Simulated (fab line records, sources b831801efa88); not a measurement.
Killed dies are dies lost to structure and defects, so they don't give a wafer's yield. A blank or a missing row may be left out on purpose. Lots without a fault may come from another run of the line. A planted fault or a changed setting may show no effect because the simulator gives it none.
Chamber matching | flow gf180mcu | GF_SAB_CVD_00 on pecvd-03: 3 sister chambers
The step deposits SiO2 from TEOS, target thk 50 nm, time 4.9302 s. 3 wafers are shown with their chamber, then 7 later ones without.

WAFERS WITH THEIR CHAMBER
wafer  | chamber | heater_power_w (W)
L357.1 | 0       | 552
L362.2 | 1       | 727
L362.3 | 2       | 641

WAFERS WITHOUT THEIR CHAMBER
wafer  | heater_power_w (W)
L362.5 | 715
L365.1 | 618
L365.3 | 528
L365.5 | 626
L368.1 | 475
L368.2 | 669
L368.6 | 650

WHICH CHAMBER EACH WENT THROUGH
wafer  | from the rows above     | in truth
L362.5 | can't be placed: 1 or 2 | 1
L365.1 | can't be placed: 2 or 0 | 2
L365.3 | 0                       | 0
L365.5 | can't be placed: 2 or 0 | 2
L368.1 | 0                       | 0
L368.2 | can't be placed: 2 or 1 | 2
L368.6 | can't be placed: 2 or 1 | 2
Placed correctly: 2 of 7. Can't be placed from these rows: 5 (the true chamber is among the candidates in 5). Placed wrongly: 0.
How it was worked out, from the rows above alone: a wafer's distance from a chamber is the root of the sum, over the readings, of the square of ((its reading less the chamber's mean) divided by the reading's scatter). The wafer belongs to the nearest chamber; if the next one is less than 2 further off, it can't be placed. A chamber's mean is the mean of its shown wafers. The scatter: with one shown wafer a chamber, the root of the mean of the squares of how far each hidden wafer lies from its nearest shown one.
